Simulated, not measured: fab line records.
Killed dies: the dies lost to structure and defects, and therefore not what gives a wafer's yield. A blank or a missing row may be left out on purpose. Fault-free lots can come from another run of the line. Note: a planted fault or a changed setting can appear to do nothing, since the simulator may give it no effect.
What tool caused it? ; flow gf180mcu ; 40 wafers sampled from 14 lots at 1 step of a route of 602

## WHAT THE GAUGES READ, wafer by wafer
GF_STI_THK_MEAS_30. Usual: STI_OXIDATION_02_THK typically reads 9.98 nm, with standard deviation 0.23.
lot;measured;on;STI_OXIDATION_02_THK (nm);flag
L779;day 2 05:46;filmMetro-01;9.90 9.89;
L780;day 2 11:57;filmMetro-01;10.18 10.03 10.33;
L781;day 2 17:07;filmMetro-02;10.03 10.09 10.13;
L782;day 2 21:11;filmMetro-01;10.30 10.34 10.35;
L784;day 3 08:01;filmMetro-01;10.34 10.22 10.17;
L787;day 3 22:28;filmMetro-04;9.86 9.75 9.87;
L792;day 5 01:50;filmMetro-01;9.34 9.44 9.60;
L794;day 5 10:46;filmMetro-01;9.45 9.65 9.68;
L796;day 5 22:37;filmMetro-04;10.09 10.05 10.03;
L797;day 6 03:41;filmMetro-04;10.08 10.10 10.13;
L798;day 6 08:13;filmMetro-01;10.20 10.33 10.11;
L799;day 6 12:48;filmMetro-02;10.03 10.28;
L800;day 6 18:05;filmMetro-04;9.92 9.93 9.93;
L802;day 7 03:56;filmMetro-01;9.90 10.05 10.06;

## WHAT TOOL EACH LOT RAN ON (gives the tool, then ch and the chambers of the sampled wafers, and finally the start)
No process step before these readings appears in the record.

## AS READ BY THE TOOLS THEMSELVES (means over the sampled wafers that have a number; for cases with no such wafer, the mark the record gives instead)
The record holds no such reading with a usual standard deviation.

## THE ANSWER, worked out from the rows above alone
Rule: a lot counts as off when the mean over its wafers that have a number is more than 3 standard deviations away from the usual mean. A lot without any number at a reading at which 4 lots or more have one is off too. All remaining lots with rows at the step are treated as sound. The gauges are gone through in route order, then the tools' own readings, and for those a lot's mean is taken as printed above. The first step at which some lot is off is used, and at that step the reading that is off furthest; a lot without a number counts as furthest.
No lot is off at any reading shown: from this, nothing can be told.

## WHAT HAD BEEN PUT IN BY THE SIMULATOR
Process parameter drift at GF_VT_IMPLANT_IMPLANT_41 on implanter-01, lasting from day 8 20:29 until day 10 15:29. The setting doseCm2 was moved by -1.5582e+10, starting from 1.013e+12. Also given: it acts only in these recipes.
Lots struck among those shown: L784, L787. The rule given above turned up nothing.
